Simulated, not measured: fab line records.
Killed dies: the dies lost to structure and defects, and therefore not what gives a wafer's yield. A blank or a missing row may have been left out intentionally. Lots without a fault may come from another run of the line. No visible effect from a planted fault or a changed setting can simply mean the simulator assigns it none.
Problem report in the 8D (eight disciplines) form, filled by code || flow gf180mcu || the parts of the form that need people (team, actions taken, sign-off) are left out

## 1. PROBLEM STATEMENT
HV_LDD_CVD_54_THK at GF_HV_LDD_THK_MEAS_55 reads a mean of 7.42 nm on 3 wafers of 1 lot; wafers without a fault read 10.00 nm with a standard deviation of 0.16. Measured from the usual mean, that is -16 standard deviations.
First observed at day 14 20:11: wafer L258.3, on film-metro-02. At this step, 39 wafers from 13 lots have a number in the record. The rule behind "out" and "out of limits": a value lying over 4 standard deviations away from the usual mean. The rest of the wafers with a number are treated as sound.

## 2. WHAT THIS IS AND IS NOT
{"question": "which readings at this step", "is": "HV_LDD_CVD_54_THK", "is not": "-"}
{"question": "which lots", "is": "L258", "is not": "L251, L253, L254, L255, L266, L268, L269, L270, L271, L272, L273, L274"}
{"question": "which wafers of those lots", "is": "all that have a number", "is not": "-"}
{"question": "read on which gauges", "is": "film-metro-02", "is not": "film-metro-03, film-metro-04"}
{"question": "when", "is": "from day 14 20:11", "is not": "up to then (12 sound wafers); but 24 sound wafers of L266, L268, L269, L270, L271, L272, L273, L274 came after"}

## 3. THE SUSPECTS, EACH WITH WHAT RULES IT OUT
Counting: a tool at any process step up to the reading remains a suspect when it ran all the lots that are out and ran no sound lot after the first of those.
- the gauge at GF_HV_LDD_THK_MEAS_55: kept. All the wafers that are out were read on film-metro-02, and no step on other tools shows them out.
- lpcvd-02 at GF_HV_LDD_CVD_54 (deposits SiO2 from TEOS, target thk 10 nm, time 75 s): ruled out as a lasting fault. After its first lot that is out, L258 (day 14 19:09), sound lots L270, L271, L273 ran on it.
Remaining after the count: film-metro-02 at GF_HV_LDD_THK_MEAS_55.

## 4. THE CAUSE (what the simulator had put in)
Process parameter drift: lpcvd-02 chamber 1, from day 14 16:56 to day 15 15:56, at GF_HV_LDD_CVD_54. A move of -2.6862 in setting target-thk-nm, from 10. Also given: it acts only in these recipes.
It was ruled out by counting, in error; the rule expects a fault to strike all lots run on its tool from its start on, and this fault did not.

## 5. THE EFFECT CHAIN, in route order
One row per reading whose mean, taken over the struck wafers that have a number, lies over 3 standard deviations from the usual. Scope: only readings with a usual standard deviation given in the record; hours: median across lots of the time from each lot's start at the first step in this table that gives one to its start at this step; sigmas: change in usual standard deviations.
{"hours": 0, "step": "GF_HV_LDD_THK_MEAS_55", "reading": "HV_LDD_CVD_54_THK", "usual": "10.00 nm", "on struck wafers": 7.42, "change": -2.58, "sigmas": -16}

## 6. WHAT WOULD HAVE CAUGHT IT SOONER
3 hours passed between the start of the fault at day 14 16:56 and the first reading out of limits at a measuring or inspecting step in this record, taken at day 14 20:11.
An alarm limit of 4 standard deviations would not have fired on the tool readings at GF_HV_LDD_CVD_54 for which the record gives a usual standard deviation, since none of them was out on any struck wafer.
